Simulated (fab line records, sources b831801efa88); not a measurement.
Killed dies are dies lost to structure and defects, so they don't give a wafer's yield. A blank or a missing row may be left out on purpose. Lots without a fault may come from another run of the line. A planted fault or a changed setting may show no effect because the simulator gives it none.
Problem report in the 8D (eight disciplines) form, filled by code | flow gf180mcu | the parts of the form that need people (team, actions taken, sign-off) are left out

1. THE PROBLEM
rf_fwd_power_W at GF_V3_CVD_02 reads a mean of 498.1 W on 3 wafers of 2 lots; wafers without a fault read 596.9 W with a standard deviation of 2.6. That is -38 standard deviations from the usual mean.
The step: deposits SiO2 from TEOS, target thk 850 nm, time 94.851 s.
First seen on wafer L700.5, day 24 17:49, on pecvd-04. The record holds 36 wafers of 12 lots with a number at this step. Rule for "out", or "out of limits": more than 4 standard deviations from the usual mean. The other wafers with a number count as sound.

2. WHAT IT IS AND WHAT IT IS NOT
question                    | is                     | is not
which readings at this step | rf_fwd_power_W         | susceptor_temp_C
which lots                  | L700, L702             | L691, L696, L697, L698, L708, L709, L710, L711, L713, L714
which wafers of those lots  | L700.5, L702.3, L702.5 | L700.1, L700.6, L702.4
read on which tools         | pecvd-04               | pecvd-01, pecvd-02
when                        | from day 24 17:49      | up to then (14 sound wafers); but 19 sound wafers of L702, L708, L709, L710, L711, L713, L714 came after

3. SUSPECTS, AND WHAT RULES EACH OUT
Counting: a tool at a process step up to the reading stays a suspect if it ran every lot that is out. Sound lots after the first of them don't rule it out here, since some wafers of a struck lot are sound.
- pecvd-04 at GF_V3_CVD_02 (deposits SiO2 from TEOS, target thk 850 nm, time 94.851 s): kept. It ran every lot that is out, first L700 (day 24 17:49); its last sound lot up to then is L698 (day 24 06:30). Its own readings are out on those wafers: rf_fwd_power_W.
- Within pecvd-04 at GF_V3_CVD_02: the wafers that are out ran in chamber 0; their sound lot-mates ran in chambers 1, 2.
Left after counting: pecvd-04 at GF_V3_CVD_02.

4. THE CAUSE (what the simulator had put in)
Process parameter drift: pecvd-04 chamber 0, from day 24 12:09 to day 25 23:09, at GF_V3_CVD_02. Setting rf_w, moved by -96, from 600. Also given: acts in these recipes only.
Counting left only this tool.

5. THE CHAIN OF EFFECTS, in route order
Each row: a reading whose mean over the struck wafers that have a number lies more than 3 standard deviations from the usual. Only readings for which the record gives a usual standard deviation are gone through. hours: the time from each lot's start at the first step in this table that gives one to its start at this step, as a median over the lots. sigmas: the change in usual standard deviations.
hours | step              | reading        | usual   | on struck wafers | change | sigmas
0     | GF_V3_CVD_02      | rf_fwd_power_W | 596.9 W | 498.1            | -98.8  | -38
0     | GF_V3_THK_MEAS_03 | V3_CVD_02_THK  | 850 nm  | 813              | -37    | -3.4
The process steps in it:
- GF_V3_CVD_02: deposits SiO2 from TEOS, target thk 850 nm, time 94.851 s.
Later measuring or inspecting steps at which every struck wafer that the step has a row for has a number for every such reading, and none has moved that far: GF_V3_CD_MEAS_14.

6. WHAT WOULD HAVE CAUGHT IT SOONER
In this record the first reading out of limits was taken at day 24 17:49, 6 hours after the fault began at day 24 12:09.
